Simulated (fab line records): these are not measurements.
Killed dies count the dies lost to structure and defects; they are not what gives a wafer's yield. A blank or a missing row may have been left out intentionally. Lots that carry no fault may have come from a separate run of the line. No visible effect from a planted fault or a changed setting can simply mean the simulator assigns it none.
fab line records | flow sky130
record: lots: 24 wafers: 72 lastDay: 50
route steps=708 shown FIELD_ISO@17 DNWELL@43 NWELL@81 VT_ADJUST_LVTN@115 VT_ADJUST_NCORE@130
lots untouched by any fault: they come from a run of this same line in which no faults occurred
startH: hours from the record's opening day to when the first of the lot's shown wafers began | waitH: time in hours since the lot's previous step | " as in the row above | L1.1+2: a single row standing in for several wafers | - no value, or no start was given | * or withheld: withheld | < > ~ a bound
route shown NAME@n: a module of which the file shows steps, and the number in the route of the first | usual: average and standard deviation across the fault-free wafers | same: alike in all rows | chamber/n: place in a boat | sites: per-site readings | _std_site: standard deviation across them | _edge_site: the outer-site mean with the inner-site mean subtracted | radiusMm: for every site, how far away it sits from the centre of the wafer | mask NAME#n: copy n | behind: the most recent tool/chamber to have shaped the wafer | hold: the reason the lot was held/the length of the hold in hours/how it ended | device: names the non-switching transistor (n, p or np) | end of line: the tests these same wafers got at the end of their route | a step given without rows: its recipe and nothing more | killed: not the wafer's yield, but the dies lost to structure and defects at the first sort | map: dies across one wafer; x = killed, . = not, _ = none there
set.NAME: the setting the step ran with; set.NAME@STEP: the setting that earlier step ran with | model.NAME: the simulator's own value behind a step, which no gauge read
a sample of lots followed through the steps of the route, with each step as a table and each wafer as a row
services: when a tool's chamber went out of use (startH, in hours from the record's first day, below 0 if earlier), for how many hours, and the reason
== steps ==
step: SKY_FIELD_ISO_STRIP_16
recipe: chemistry: O2/N2 powerW: 1400 pressureMtorr: 1500 platenTempC: withheld o2FlowSccm: 3000 n2FlowSccm: 300 overashFraction: 0.5
usual: drypumpMotorCurrentA: 5.5/0.51 o2FlowSccm: 3001/8.6 oesProductAu: 0.378/0.005 stripTimeToEndpointS: 3.550/0.028
same: overashFraction: 0.5
columns lot.wafer tool chamber startH waitH drypumpMotorCurrentA o2FlowSccm oesProductAu rfHoursCounterH stripTimeToEndpointS
L074.2 plasmaAsher-04 0 27.92 0.0 5.6 2993 0.381 35 3.534
L074.4 " 1 " " 5.0 3006 0.383 - 3.553
L074.5 " 0 " " 5.6 2985 0.374 - 3.581
L075.1 plasmaAsher-04 0 34.12 0.0 5.6 2999 0.378 35 3.585
L075.4 " 0 " " 5.6 2992 0.379 - 3.574
L075.5 " 0 " " 5.6 2998 0.375 - 3.577
L076.3 plasmaAsher-04 1 40.16 0.1 5.0 3002 0.380 - 3.555
L076.4 " 0 " " 5.6 3002 0.368 - 3.557
L076.6 " 0 " " 5.6 2993 0.382 - 3.565
L077.1 plasmaAsher-03 1 43.53 0.0 5.3 3002 0.376 36 3.533
L077.2 " 0 " " 6.1 2990 0.378 36 3.512
L077.4 " 0 " " 6.1 2984 0.378 - 3.547
L078.2 plasmaAsher-03 1 51.57 0.0 5.4 2994 0.381 37 3.562
L078.3 " 1 " " 5.4 3003 0.371 - 3.580
L078.4 " 0 " " 6.1 2992 0.375 - 3.546
L079.1 plasmaAsher-03 0 55.53 0.0 6.1 3008 0.386 37 3.597
L079.4 " 1 " " 5.3 2995 0.377 - 3.576
L079.5 " 0 " " 6.1 3006 0.388 - 3.564
L080.2 plasmaAsher-03 1 61.58 0.0 5.3 3015 0.372 38 3.574
L080.3 " 1 " " 5.4 3010 0.377 - 3.512
L080.4 " 0 " " 6.1 2998 0.378 - 3.531
L081.1 plasmaAsher-04 1 65.72 0.0 5.0 3000 0.378 38 3.574
L081.2 " 0 " " 5.6 3000 0.379 38 3.582
L081.4 " 1 " " 5.0 2988 0.384 - 3.579
L082.1 plasmaAsher-02 0 70.57 0.0 6.0 3007 0.378 26 3.509
L082.3 " 1 " " 4.8 3004 0.386 - 3.534
L082.6 " 1 " " 4.7 2992 0.376 - 3.497
L083.1 plasmaAsher-02 1 74.68 0.0 4.7 3013 0.371 26 3.489
L083.2 " 0 " " 6.1 3016 0.387 26 3.521
L083.3 " 0 " " 6.0 2996 0.365 - 3.498
L084.1 plasmaAsher-03 0 82.22 0.0 6.1 3017 0.376 39 3.500
L084.2 " 1 " " 5.4 2997 0.382 39 3.493
L084.6 " 0 " " 6.1 3015 0.379 - 3.555
L085.2 plasmaAsher-02 1 85.48 0.0 4.8 2998 0.373 27 3.578
L085.4 " 0 " " 6.1 3001 0.375 - 3.539
L085.5 " 0 " " 6.1 3004 0.369 - 3.536
L086.2 plasmaAsher-02 1 94.18 0.0 4.8 3019 0.378 28 3.574
L086.4 " 1 " " 4.8 3008 0.382 - 3.609
L086.5 " 1 " " 4.8 3011 0.381 - 3.573
L087.2 plasmaAsher-03 0 96.73 0.0 6.1 3011 0.378 41 3.568
L087.3 " 0 " " 6.1 3005 0.382 - 3.584
L087.5 " 0 " " 6.1 3005 0.375 - 3.580
L088.1 plasmaAsher-04 0 102.13 0.0 5.6 3011 0.375 42 3.559
L088.4 " 0 " " 5.6 2994 0.378 - 3.589
L088.5 " 0 " " 5.6 3003 0.376 - 3.570
L089.1 plasmaAsher-03 1 106.08 0.0 5.4 2992 0.378 42 3.576
L089.5 " 1 " " 5.4 2985 0.371 - 3.560
L089.6 " 0 " " 6.1 2987 0.380 - 3.557
L090.2 plasmaAsher-04 0 112.53 0.0 5.6 3004 0.377 44 3.534
L090.4 " 0 " " 5.6 3013 0.382 - 3.518
L090.6 " 0 " " 5.6 3002 0.382 - 3.536
L091.1 plasmaAsher-04 1 116.43 0.0 5.0 2994 0.384 44 3.535
L091.5 " 0 " " 5.6 2991 0.382 - 3.557
L091.6 " 1 " " 4.9 2998 0.379 - 3.583
L092.3 plasmaAsher-02 0 120.86 0.1 6.0 3003 0.368 - 3.532
L092.5 " 0 " " 6.0 3004 0.376 - 3.547
L092.6 " 1 " " 4.8 2991 0.386 - 3.538
L093.2 plasmaAsher-02 0 129.13 0.0 6.0 3005 0.380 30 3.571
L093.3 " 1 " " 4.8 3007 0.373 - 3.603
L093.5 " 1 " " 4.8 3000 0.378 - 3.552
L094.1 plasmaAsher-02 0 132.40 0.0 6.0 3002 0.377 30 3.509
L094.3 " 0 " " 6.0 3002 0.380 - 3.563
L094.6 " 1 " " 4.7 3001 0.376 - 3.552
L095.1 plasmaAsher-02 0 137.37 0.0 6.0 3007 0.371 31 3.544
L095.4 " 1 " " 4.8 3003 0.379 - 3.570
L095.5 " 1 " " 4.8 3011 0.370 - 3.551
L096.3 plasmaAsher-02 1 143.57 0.1 4.7 3007 0.377 - 3.557
L096.5 " 0 " " 6.0 2998 0.376 - 3.564
L096.6 " 1 " " 4.8 3018 0.374 - 3.509
L097.1 plasmaAsher-03 0 150.58 0.0 6.1 3017 0.370 3 3.502
L097.3 " 1 " " 5.4 2988 0.383 - 3.557
L097.5 " 0 " " 6.1 3006 0.377 - 3.553
step: SKY_FIELD_ISO_ETCH_17
recipe: targetDepthA: 3420 maskMaterial: Si3N4 chemistry: HBr/Cl2/O2 target: Si taperDeg: 5 icpW: 600 biasW: 150 pressureMtorr: 15 HBr_flow_sccm: 150 Cl2_flow_sccm: 40 O2_flow_sccm: 6 timeS: 97.7
usual: drypumpMotorCurrentA: 5.26/0.23 oesProductAu: 1.002/0.0065 throttleValvePct: 25.655/0.01
columns lot.wafer tool chamber startH waitH drypumpMotorCurrentA oesProductAu rfHoursCounterH throttleValvePct
L074.2 rieSi-02 3 28.02 0.1 4.81 1.001 8 25.643
L074.4 " 0 " " 5.49 1.003 70 25.652
L074.5 " 1 " " 5.36 0.989 - 25.652
L075.1 rieSi-01 2 34.22 0.1 4.98 1.002 81 25.669
L075.4 " 0 " " 5.14 1.010 6 25.649
L075.5 " 2 " " 4.98 0.998 - 25.653
L076.3 rieSi-01 2 40.22 0.0 4.99 1.001 81 25.674
L076.4 " 3 " " 5.39 1.001 119 25.665
L076.6 " 3 " " 5.36 0.995 - 25.661
L077.1 rieSi-02 2 43.63 0.1 5.39 0.996 87 25.651
L077.2 " 1 " " 5.37 1.005 2 25.652
L077.4 " 0 " " 5.46 1.003 70 25.658
L078.2 rieSi-01 3 51.67 0.1 5.38 1.000 119 25.653
L078.3 " 2 " " 4.96 1.010 81 25.644
L078.4 " 1 " " 5.52 0.996 115 25.634
L079.1 rieSi-02 1 55.63 0.1 5.37 1.002 2 25.637
L079.4 " 2 " " 5.40 0.999 87 25.649
L079.5 " 3 " " 4.80 1.000 - 25.642
L080.2 rieSi-02 1 61.68 0.1 5.39 0.994 2 25.664
L080.3 " 0 " " 5.47 0.995 70 25.666
L080.4 " 2 " " 5.39 0.997 87 25.676
L081.1 rieSi-02 1 65.82 0.1 5.37 1.004 2 25.648
L081.2 " 3 " " 4.81 1.007 8 25.667
L081.4 " 0 " " 5.48 1.002 70 25.653
L082.1 rieSi-02 1 70.67 0.1 5.37 0.991 3 25.670
L082.3 " 3 " " 4.79 1.002 8 25.644
L082.6 " 1 " " 5.36 1.001 - 25.639
L083.1 rieSi-01 1 74.78 0.1 5.51 1.003 116 25.640
L083.2 " 3 " " 5.38 1.010 119 25.645
L083.3 " 0 " " 5.13 1.016 6 25.645
L084.1 rieSi-02 3 82.32 0.1 4.78 1.007 9 25.669
L084.2 " 2 " " 5.39 1.000 88 25.672
L084.6 " 2 " " 5.39 1.004 - 25.644
L085.2 rieSi-01 2 85.58 0.1 5.00 1.007 81 25.642
L085.4 " 0 " " 5.13 0.999 7 25.667
L085.5 " 1 " " 5.53 1.010 - 25.649
L086.2 rieSi-01 1 94.28 0.1 5.53 1.004 116 25.646
L086.4 " 3 " " 5.35 1.002 119 25.662
L086.5 " 2 " " 5.00 0.995 - 25.646
L087.2 rieSi-02 3 96.83 0.1 4.80 1.014 9 25.658
L087.3 " 1 " " 5.37 0.993 3 25.654
L087.5 " 1 " " 5.36 1.001 - 25.642
L088.1 rieSi-01 3 102.23 0.1 5.36 1.015 119 25.658
L088.4 " 2 " " 5.00 1.007 81 25.645
L088.5 " 3 " " 5.38 1.005 - 25.648
L089.1 rieSi-02 3 106.18 0.1 4.81 1.015 9 25.633
L089.5 " 2 " " 5.42 1.004 - 25.652
L089.6 " 1 " " 5.37 1.006 - 25.645
L090.2 rieSi-01 0 112.63 0.1 5.14 0.993 7 25.650
L090.4 " 1 " " 5.53 1.000 116 25.637
L090.6 " 3 " " 5.36 1.005 - 25.648
L091.1 rieSi-02 0 116.53 0.1 5.49 0.994 70 25.657
L091.5 " 1 " " 5.39 1.000 - 25.664
L091.6 " 0 " " 5.48 1.004 - 25.656
L092.3 rieSi-01 0 120.92 0.0 5.14 0.981 7 25.672
L092.5 " 0 " " 5.13 0.992 - 25.653
L092.6 " 3 " " 5.39 1.005 - 25.643
L093.2 rieSi-01 3 129.23 0.1 5.37 1.014 119 25.665
L093.3 " 2 " " 4.99 1.007 81 25.653
L093.5 " 1 " " 5.55 1.005 - 25.666
L094.1 rieSi-01 0 132.50 0.1 5.14 1.000 7 25.670
L094.3 " 1 " " 5.54 0.996 116 25.660
L094.6 " 0 " " 5.13 0.995 - 25.678
L095.1 rieSi-02 0 137.47 0.1 5.49 1.001 70 25.663
L095.4 " 2 " " 5.40 1.008 88 25.649
L095.5 " 3 " " 4.78 1.014 - 25.651
L096.3 rieSi-01 2 143.63 0.0 4.98 1.001 82 25.640
L096.5 " 3 " " 5.38 1.007 - 25.653
L096.6 " 2 " " 4.98 1.009 - 25.635
L097.1 rieSi-02 3 150.68 0.1 4.78 1.003 9 25.657
L097.3 " 0 " " 5.45 0.996 71 25.671
L097.5 " 2 " " 5.39 0.995 - 25.661
step: SKY_DNWELL_STRIP_08
recipe: chemistry: O2/N2 powerW: 1400 pressureMtorr: 1500 platenTempC: withheld o2FlowSccm: 3000 n2FlowSccm: 300 overashFraction: 0.5
usual: drypumpMotorCurrentA: 5.6/0.42 o2FlowSccm: 3000/9 oesProductAu: 0.722/0.0042 stripTimeToEndpointS: 36.95/0.13
same: overashFraction: 0.5
columns lot.wafer tool chamber startH waitH drypumpMotorCurrentA o2FlowSccm oesProductAu rfHoursCounterH stripTimeToEndpointS
L074.2 plasmaAsher-01 0 50.06 0.1 5.2 3007 0.728 37 36.99
L074.4 " 1 " " 6.0 2990 0.724 - 37.02
L074.5 " 1 " " 6.0 2990 0.723 - 36.94
L075.1 plasmaAsher-04 0 56.09 0.1 5.6 2991 0.720 37 36.94
L075.4 " 0 " " 5.6 2997 0.720 - 36.98
L075.5 " 0 " " 5.6 2994 0.720 - 36.97
L076.3 plasmaAsher-01 1 62.74 0.1 6.0 2993 0.718 - 37.08
L076.4 " 0 " " 5.2 3019 0.721 - 36.89
L076.6 " 0 " " 5.2 3009 0.714 - 36.90
L077.1 plasmaAsher-03 0 66.56 0.1 6.1 3003 0.724 38 37.06
L077.2 " 1 " " 5.3 2999 0.723 38 36.99
L077.4 " 1 " " 5.4 3004 0.728 - 36.97
L078.2 plasmaAsher-03 1 73.46 0.1 5.4 3010 0.723 39 36.91
L078.3 " 0 " " 6.1 3017 0.721 - 36.95
L078.4 " 1 " " 5.4 3007 0.723 - 36.93
L079.1 plasmaAsher-04 0 78.34 0.1 5.6 2999 0.726 40 37.10
L079.4 " 1 " " 5.0 2987 0.724 - 37.08
L079.5 " 0 " " 5.6 2996 0.720 - 36.97
L080.2 plasmaAsher-04 1 85.34 0.1 4.9 2993 0.723 40 37.03
L080.3 " 1 " " 5.0 3003 0.728 - 37.08
L080.4 " 0 " " 5.6 2995 0.723 - 36.92
L081.1 plasmaAsher-01 1 90.69 0.1 6.1 2999 0.713 40 36.85
L081.2 " 0 " " 5.2 2991 0.715 40 36.94
L081.4 " 1 " " 6.1 3007 0.721 - 36.91
L082.1 plasmaAsher-03 1 95.17 0.1 5.4 3010 0.720 41 36.74
L082.3 " 1 " " 5.3 3003 0.717 - 36.79
L082.6 " 0 " " 6.1 3009 0.720 - 36.72
L083.1 plasmaAsher-01 0 99.54 0.1 5.2 2982 0.719 41 36.74
L083.2 " 1 " " 6.0 2993 0.717 41 36.77
L083.3 " 1 " " 6.0 3012 0.724 - 36.87
L084.1 plasmaAsher-03 1 106.94 0.1 5.3 3015 0.725 42 36.99
L084.2 " 0 " " 6.1 3010 0.727 42 36.95
L084.6 " 0 " " 6.1 2998 0.726 - 37.04
L085.2 plasmaAsher-01 0 111.44 0.2 5.2 3006 0.720 43 37.02
L085.4 " 0 " " 5.2 3010 0.715 - 37.08
L085.5 " 1 " " 6.1 3007 0.723 - 37.14
L086.2 plasmaAsher-04 0 117.52 0.1 5.6 2989 0.723 44 36.90
L086.4 " 0 " " 5.6 2998 0.721 - 36.95
L086.5 " 0 " " 5.6 2995 0.723 - 36.99
L087.2 plasmaAsher-03 1 120.71 0.1 5.4 2992 0.726 0 36.74
L087.3 " 1 " " 5.4 2995 0.721 - 36.80
L087.5 " 1 " " 5.4 2995 0.718 - 36.78
L088.1 plasmaAsher-03 0 126.76 0.1 6.1 3001 0.724 1 36.60
L088.4 " 0 " " 6.1 3010 0.717 - 36.58
L088.5 " 1 " " 5.4 2993 0.724 - 36.61
L089.1 plasmaAsher-03 1 130.79 0.1 5.3 3016 0.723 1 37.16
L089.5 " 0 " " 6.1 3002 0.715 - 37.19
L089.6 " 1 " " 5.4 3004 0.727 - 37.19
L090.2 plasmaAsher-01 1 137.99 0.1 6.0 2988 0.724 46 36.79
L090.4 " 1 " " 6.0 3001 0.721 - 36.77
L090.6 " 0 " " 5.2 3010 0.721 - 36.77
L091.1 plasmaAsher-01 0 143.49 0.1 5.2 2976 0.721 47 37.01
L091.5 " 1 " " 6.0 3002 0.731 - 37.10
L091.6 " 0 " " 5.2 2990 0.723 - 37.04
L092.3 plasmaAsher-03 0 149.14 0.1 6.1 3005 0.724 - 37.04
L092.5 " 0 " " 6.1 2999 0.724 - 37.02
L092.6 " 1 " " 5.4 2997 0.726 - 37.08
L093.2 plasmaAsher-03 1 156.11 0.1 5.4 3002 0.722 3 36.93
L093.3 " 0 " " 6.1 3012 0.723 - 36.99
L093.5 " 1 " " 5.4 2990 0.723 - 37.03
L094.1 plasmaAsher-01 1 159.79 0.1 6.0 3003 0.724 48 37.07
L094.3 " 0 " " 5.2 3016 0.726 - 37.08
L094.6 " 0 " " 5.2 3002 0.723 - 37.05
L095.1 plasmaAsher-03 0 164.21 0.1 6.1 2985 0.726 4 36.86
L095.4 " 0 " " 6.1 2986 0.723 - 36.92
L095.5 " 1 " " 5.4 3007 0.733 - 36.94
L096.3 plasmaAsher-04 1 169.04 0.1 5.0 2998 0.721 - 37.03
L096.5 " 1 " " 5.0 3018 0.721 - 36.95
L096.6 " 0 " " 5.6 2998 0.713 - 36.97
L097.1 plasmaAsher-04 1 181.36 0.1 5.0 2986 0.717 51 36.93
L097.3 " 1 " " 5.0 2988 0.718 - 36.96
L097.5 " 1 " " 5.0 3005 0.728 - 36.89
step: SKY_NWELL_RTA_28
recipe: tempC: 1050 timeS: 30 idleTempC: 650 rampUpCPerS: 150 rampDownCPerS: 90 ambient: N2
usual: lampPowerPct: 25.32/0.052 wafer_temp_C_max: 1054.9/0.83
columns lot.wafer tool chamber startH waitH lampPowerPct wafer_temp_C_max
L074.2 rtpAnneal-01 0 100.45 0.0 25.35 1055.3
L074.4 " 0 " " 25.35 1056.6
L074.5 " 0 " " 25.34 1056.7
L075.1 rtpAnneal-01 0 108.19 0.0 25.29 1054.8
L075.4 " 0 " " 25.31 1056.5
L075.5 " 0 " " 25.36 1054.5
L076.3 rtpAnneal-01 0 114.47 0.0 25.36 1052.8
L076.4 " 0 " " 25.23 1054.4
L076.6 " 0 " " 25.35 1054.8
L077.1 rtpAnneal-02 0 118.88 0.0 25.29 1056.0
L077.2 " 0 " " 25.30 1054.3
L077.4 " 0 " " 25.22 1054.7
L078.2 rtpAnneal-02 0 127.22 0.0 25.30 1055.7
L078.3 " 0 " " 25.29 1054.7
L078.4 " 0 " " 25.28 1054.3
L079.1 rtpAnneal-02 0 131.50 0.0 25.34 1057.1
L079.4 " 0 " " 25.32 1055.0
L079.5 " 0 " " 25.33 1054.7
L080.2 rtpAnneal-01 0 140.12 0.0 25.35 1056.0
L080.3 " 0 " " 25.41 1054.9
L080.4 " 0 " " 25.30 1054.1
L081.1 rtpAnneal-01 0 146.88 0.0 25.27 1055.7
L081.2 " 0 " " 25.34 1055.7
L081.4 " 0 " " 25.30 1054.8
L082.1 rtpAnneal-02 0 150.78 0.0 25.35 1055.8
L082.3 " 0 " " 25.32 1055.9
L082.6 " 0 " " 25.28 1054.9
L083.1 rtpAnneal-02 0 156.29 0.0 25.34 1054.0
L083.2 " 0 " " 25.35 1055.8
L083.3 " 0 " " 25.30 1053.5
L084.1 rtpAnneal-01 0 163.93 0.0 25.34 1054.3
L084.2 " 0 " " 25.26 1055.7
L084.6 " 0 " " 25.25 1054.0
L085.2 rtpAnneal-02 0 169.63 0.0 25.22 1055.3
L085.4 " 0 " " 25.39 1056.0
L085.5 " 0 " " 25.30 1055.6
L086.2 rtpAnneal-01 0 175.62 0.0 25.32 1054.3
L086.4 " 0 " " 25.32 1054.5
L086.5 " 0 " " 25.29 1056.6
L087.2 rtpAnneal-02 0 180.01 0.0 25.30 1056.2
L087.3 " 0 " " 25.36 1054.9
L087.5 " 0 " " 25.26 1054.6
L088.1 rtpAnneal-01 0 185.10 0.0 25.28 1055.2
L088.4 " 0 " " 25.24 1054.5
L088.5 " 0 " " 25.28 1054.6
L089.1 rtpAnneal-02 0 191.79 0.0 25.31 1054.2
L089.5 " 0 " " 25.26 1055.3
L089.6 " 0 " " 25.27 1054.3
L090.2 rtpAnneal-02 0 200.08 0.0 25.35 1055.8
L090.4 " 0 " " 25.30 1053.1
L090.6 " 0 " " 25.25 1054.2
L091.1 rtpAnneal-02 0 206.18 0.0 25.31 1055.2
L091.5 " 0 " " 25.18 1054.2
L091.6 " 0 " " 25.28 1055.4
L092.3 rtpAnneal-01 0 212.02 0.0 25.28 1053.8
L092.5 " 0 " " 25.30 1053.8
L092.6 " 0 " " 25.21 1054.7
L093.2 rtpAnneal-02 0 219.97 0.0 25.35 1054.7
L093.3 " 0 " " 25.28 1054.9
L093.5 " 0 " " 25.30 1055.7
L094.1 rtpAnneal-02 0 225.30 0.0 25.25 1054.9
L094.3 " 0 " " 25.37 1054.6
L094.6 " 0 " " 25.29 1056.4
L095.1 rtpAnneal-02 0 229.45 0.0 25.40 1054.4
L095.4 " 0 " " 25.31 1055.0
L095.5 " 0 " " 25.23 1053.6
L096.3 rtpAnneal-01 0 235.14 0.0 25.39 1056.7
L096.5 " 0 " " 25.38 1054.6
L096.6 " 0 " " 25.27 1054.5
L097.1 rtpAnneal-02 0 250.90 0.0 25.31 1055.5
L097.3 " 0 " " 25.22 1053.4
L097.5 " 0 " " 25.40 1054.8
step: SKY_VT_ADJUST_LVTN_OVL_MEAS_18
usual: VT_ADJUST_LVTN_01_OVL: -0.5/1.3
columns lot.wafer tool chamber startH waitH VT_ADJUST_LVTN_01_OVL[nm]
L074.2 overlay-02 - 156.49 0.1 -3.9
L074.4 " - " " -3.1
L074.5 " - " " -1.9
L075.1 overlay-01 - 164.44 0.1 -1.0
L075.4 " - " " 0.5
L075.5 " - " " 0.2
L076.3 overlay-02 - 171.43 0.1 -0.6
L076.4 " - " " -0.3
L076.6 " - " " -0.7
L077.1 overlay-01 - 177.39 0.1 -1.2
L077.2 " - " " 0.4
L077.4 " - " " 0.9
L078.2 overlay-01 - 186.52 0.1 -0.6
L078.3 " - " " -0.9
L078.4 " - " " 1.6
L079.1 overlay-02 - 192.49 0.1 -1.4
L079.4 " - " " -2.6
L079.5 " - " " -0.9
L080.2 overlay-02 - 202.26 0.1 -0.6
L080.3 " - " " 0.2
L080.4 " - " " -0.4
L081.1 overlay-02 - 209.66 0.1 -0.3
L081.2 " - " " -0.3
L081.4 " - " " -2.2
L082.1 overlay-02 - 215.06 0.1 -1.7
L082.3 " - " " -0.4
L082.6 " - " " 0.9
L083.1 overlay-02 - 221.46 0.1 -1.2
L083.2 " - " " -0.1
L083.3 " - " " -0.7
L084.1 overlay-02 - 228.41 0.1 -0.2
L084.2 " - " " 0.9
L084.6 " - " " 2.5
L085.2 overlay-01 - 236.27 0.1 -0.3
L085.4 " - " " 0.6
L085.5 " - " " -2.0
L086.2 overlay-02 - 242.99 0.1 -3.8
L086.4 " - " " -3.6
L086.5 " - " " -1.6
L087.2 overlay-01 - 247.91 0.1 -1.7
L087.3 " - " " -0.5
L087.5 " - " " -1.3
L088.1 overlay-02 - 253.41 0.1 0.9
L088.4 " - " " -0.4
L088.5 " - " " 1.7
L089.1 overlay-01 - 260.51 0.1 -2.7
L089.5 " - " " -1.3
L089.6 " - " " -0.2
L090.2 overlay-02 - 268.54 0.1 -0.3
L090.4 " - " " -1.6
L090.6 " - " " -0.4
L091.1 overlay-01 - 276.81 0.1 0.2
L091.5 " - " " 0.5
L091.6 " - " " 1.2
L092.3 overlay-02 - 282.20 0.1 -0.1
L092.5 " - " " -1.7
L092.6 " - " " -1.0
L093.2 overlay-02 - 292.44 0.1 2.3
L093.3 " - " " -0.9
L093.5 " - " " 0.3
L094.1 overlay-01 - 299.26 0.1 -0.9
L094.3 " - " " -0.1
L094.6 " - " " 1.4
L095.1 overlay-02 - 303.06 0.1 -0.4
L095.4 " - " " -0.8
L095.5 " - " " -1.5
L096.3 overlay-01 - 310.10 0.1 -1.5
L096.5 " - " " -1.5
L096.6 " - " " -2.8
L097.1 overlay-01 - 327.39 0.1 -0.9
L097.3 " - " " 0.6
L097.5 " - " " -0.8
step: SKY_VT_ADJUST_NCORE_TW_MEAS_11
usual: VT_ADJUST_NCORE_TW: 218.9/2.5
columns lot.wafer tool chamber startH waitH VT_ADJUST_NCORE_TW
L074.2 filmMetro-01 - 177.12 0.1 219.6
L074.4 " - " " 219.6
L074.5 " - " " 220.0
L075.1 filmMetro-02 - 184.94 0.1 220.8
L075.4 " - " " 221.4
L075.5 " - " " 221.9
L076.3 filmMetro-01 - 193.48 0.1 220.3
L076.4 " - " " 221.5
L076.6 " - " " 221.5
L077.1 filmMetro-04 - 199.09 0.1 214.4
L077.2 " - " " 214.5
L077.4 " - " " 216.1
L078.2 filmMetro-02 - 208.10 0.1 221.1
L078.3 " - " " 221.4
L078.4 " - " " 219.8
L079.1 filmMetro-04 - 214.66 0.1 215.6
L079.4 " - " " 214.5
L079.5 " - " " 214.3
L080.2 filmMetro-01 - 225.18 0.1 221.3
L080.3 " - " " 219.8
L080.4 " - " " 220.6
L081.1 filmMetro-04 - 232.59 0.1 215.0
L081.2 " - " " 214.7
L081.4 " - " " 215.7
L082.1 filmMetro-04 - 239.04 0.1 216.6
L082.3 " - " " 215.9
L082.6 " - " " 215.5
L083.1 filmMetro-02 - 245.41 0.1 221.9
L083.2 " - " " 220.8
L083.3 " - " " 219.5
L084.1 filmMetro-01 - 252.42 0.1 220.9
L084.2 " - " " 220.8
L084.6 " - " " 220.8
L085.2 filmMetro-02 - 260.02 0.1 221.6
L085.4 " - " " 220.7
L085.5 " - " " 221.1
L086.2 filmMetro-02 - 267.37 0.1 221.1
L086.4 " - " " 221.1
L086.5 " - " " 220.8
L087.2 filmMetro-01 - 271.65 0.1 219.5
L087.3 " - " " 219.4
L087.5 " - " " 219.1
L088.1 filmMetro-04 - 277.86 0.1 216.2
L088.4 " - " " 216.4
L088.5 " - " " 214.9
L089.1 filmMetro-02 - 285.87 0.1 221.5
L089.5 " - " " 220.4
L089.6 " - " " 220.0
L090.2 filmMetro-02 - 294.19 0.1 220.9
L090.4 " - " " 220.8
L090.6 " - " " 220.4
L091.1 filmMetro-01 - 302.27 0.1 220.0
L091.5 " - " " 220.1
L091.6 " - " " 220.3
L092.3 filmMetro-04 - 308.64 0.1 214.2
L092.5 " - " " 214.8
L092.6 " - " " 214.6
L093.2 filmMetro-02 - 318.27 0.1 220.5
L093.3 " - " " 221.6
L093.5 " - " " 221.7
L094.1 filmMetro-02 - 325.97 0.1 219.6
L094.3 " - " " 220.0
L094.6 " - " " 219.9
L095.1 filmMetro-01 - 330.47 0.1 219.6
L095.4 " - " " 218.9
L095.5 " - " " 219.7
L096.3 filmMetro-01 - 336.74 0.1 219.2
L096.5 " - " " 219.5
L096.6 " - " " 219.8
L097.1 filmMetro-04 - 354.32 0.1 215.5
L097.3 " - " " 215.5
L097.5 " - " " 216.1
== services ==
columns tool chamber startH hours kind
rieSi-02 0 76.65 6.6 repair
plasmaAsher-02 - 98.20 15.6 pm
plasmaAsher-03 - 108.75 9.0 pm
plasmaAsher-03 0 108.75 9.0 ventCycle
plasmaAsher-03 1 108.75 9.0 ventCycle
rieSi-02 2 113.49 5.2 repair
plasmaAsher-03 0 117.75 - clean
plasmaAsher-03 1 117.75 - clean
plasmaAsher-03 - 139.75 6.9 repair
rieSi-01 - 154.19 0.9 repair
rieSi-02 2 196.51 7.4 repair
plasmaAsher-04 - 199.78 0.7 repair
rtpAnneal-01 - 201.67 5.0 pm
rieSi-02 - 205.03 0.3 repair
rtpAnneal-02 - 206.70 5.5 pm
plasmaAsher-04 - 208.36 54.3 repair
rieSi-01 3 211.85 - clean
rieSi-01 3 211.85 23.8 scheduledDown
rieSi-01 3 211.85 23.8 ventCycle
plasmaAsher-01 - 212.83 1.9 repair
rieSi-01 1 235.64 - clean
rieSi-01 1 235.64 11.9 scheduledDown
rieSi-01 1 235.64 11.9 ventCycle
plasmaAsher-01 - 247.36 3.7 repair
== key ==
fault none
